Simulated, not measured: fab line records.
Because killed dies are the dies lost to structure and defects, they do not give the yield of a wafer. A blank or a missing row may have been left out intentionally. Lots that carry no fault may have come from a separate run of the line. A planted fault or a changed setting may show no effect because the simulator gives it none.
Which tool is to blame? || flow gf180mcu || Sampling: 13 lots, 39 wafers, 2 of 602 route steps

WHAT EACH GAUGE READ, for each wafer
GF_STI_THK_MEAS_04. Usual: for STI_CVD_03_THK the level is 206.1 nm and the standard deviation is 2.4.
{"lot": "L533", "measured": "day 1 23:55", "on": "film-metro-04", "STI_CVD_03_THK (nm)": "206.1 204.2 205.5", "flag": ""}
{"lot": "L534", "measured": "day 2 04:59", "on": "film-metro-03", "STI_CVD_03_THK (nm)": "207.7 206.9 207.2", "flag": ""}
{"lot": "L535", "measured": "day 2 09:56", "on": "film-metro-01", "STI_CVD_03_THK (nm)": "206.5 207.5 206.9", "flag": ""}
{"lot": "L536", "measured": "day 2 14:34", "on": "film-metro-01", "STI_CVD_03_THK (nm)": "209.6 208.6 208.9", "flag": ""}
{"lot": "L537", "measured": "day 2 20:44", "on": "film-metro-03", "STI_CVD_03_THK (nm)": "207.0 206.6 206.4", "flag": ""}
{"lot": "L538", "measured": "day 3 00:35", "on": "film-metro-04", "STI_CVD_03_THK (nm)": "204.0 206.1 205.6", "flag": ""}
{"lot": "L539", "measured": "day 3 06:35", "on": "film-metro-01", "STI_CVD_03_THK (nm)": "202.5 204.0 204.2", "flag": ""}
{"lot": "L540", "measured": "day 3 11:05", "on": "film-metro-03", "STI_CVD_03_THK (nm)": "207.9 208.9 208.1", "flag": ""}
{"lot": "L541", "measured": "day 3 15:34", "on": "film-metro-03", "STI_CVD_03_THK (nm)": "205.8 208.2 206.4", "flag": ""}
{"lot": "L542", "measured": "day 3 20:37", "on": "film-metro-04", "STI_CVD_03_THK (nm)": "207.2 205.4 206.9", "flag": ""}
{"lot": "L544", "measured": "day 4 06:42", "on": "film-metro-01", "STI_CVD_03_THK (nm)": "200.6 201.1 198.5", "flag": ""}
{"lot": "L553", "measured": "day 6 03:58", "on": "film-metro-01", "STI_CVD_03_THK (nm)": "206.9 208.9 207.9", "flag": ""}
{"lot": "L554", "measured": "day 6 08:34", "on": "film-metro-04", "STI_CVD_03_THK (nm)": "207.7 207.9 207.9", "flag": ""}

GF_DNWELL_TW_MEAS_09. Usual: for DNWELL_TW the level is 1361 and the standard deviation is 21.
{"lot": "L533", "measured": "day 3 04:59", "on": "film-metro-03", "DNWELL_TW": "1382 1389 1385", "flag": ""}
{"lot": "L534", "measured": "day 3 10:18", "on": "film-metro-02", "DNWELL_TW": "1342 1343 1341", "flag": ""}
{"lot": "L535", "measured": "day 3 15:59", "on": "film-metro-02", "DNWELL_TW": "1346 1344 1345", "flag": ""}
{"lot": "L536", "measured": "day 3 20:20", "on": "film-metro-01", "DNWELL_TW": "1348 1341 1347", "flag": ""}
{"lot": "L537", "measured": "day 4 03:11", "on": "film-metro-03", "DNWELL_TW": "1386 1389 1390", "flag": ""}
{"lot": "L538", "measured": "day 4 06:42", "on": "film-metro-02", "DNWELL_TW": "1347 1339 1340", "flag": ""}
{"lot": "L539", "measured": "day 4 12:11", "on": "film-metro-03", "DNWELL_TW": "1370 1375 1377", "flag": ""}
{"lot": "L540", "measured": "day 4 18:47", "on": "film-metro-01", "DNWELL_TW": "1343 1330 1333", "flag": ""}
{"lot": "L541", "measured": "day 4 23:52", "on": "film-metro-03", "DNWELL_TW": "1392 1395 1398", "flag": ""}
{"lot": "L542", "measured": "day 5 06:29", "on": "film-metro-01", "DNWELL_TW": "1338 1339 1333", "flag": ""}
{"lot": "L544", "measured": "day 5 14:54", "on": "film-metro-01", "DNWELL_TW": "1345 1346 1343", "flag": ""}
{"lot": "L553", "measured": "day 7 15:46", "on": "film-metro-01", "DNWELL_TW": "1342 1349 1343", "flag": ""}
{"lot": "L554", "measured": "day 7 22:56", "on": "film-metro-02", "DNWELL_TW": "1362 1356 1362", "flag": ""}

WHAT TOOL EACH LOT RAN ON (gives the tool, then ch and the chambers of the sampled wafers, and finally the start)
Before these readings, the record contains no process step.

AS READ BY THE TOOLS THEMSELVES (means over the sampled wafers that have a number; for cases with no such wafer, the mark the record gives instead)
The record holds no such reading with a usual standard deviation.

THE ANSWER, worked out from the rows above alone
Rule: take the mean of a lot's wafers that have a number; if it is more than 3 standard deviations from the usual mean, the lot is off. Also off: a lot with no number at a reading for which 4 or more lots have one. Any other lot the step has rows for is counted as sound. After the gauges, taken in route order, come the tools' own readings; for these a lot's mean is taken, as printed above. At the first step where some lot is off, the reading lying furthest off is the one used; lots without a number count as furthest.
No lot is off on any of the readings shown, so nothing can be concluded from this.

WHAT WAS PUT IN BY THE SIMULATOR
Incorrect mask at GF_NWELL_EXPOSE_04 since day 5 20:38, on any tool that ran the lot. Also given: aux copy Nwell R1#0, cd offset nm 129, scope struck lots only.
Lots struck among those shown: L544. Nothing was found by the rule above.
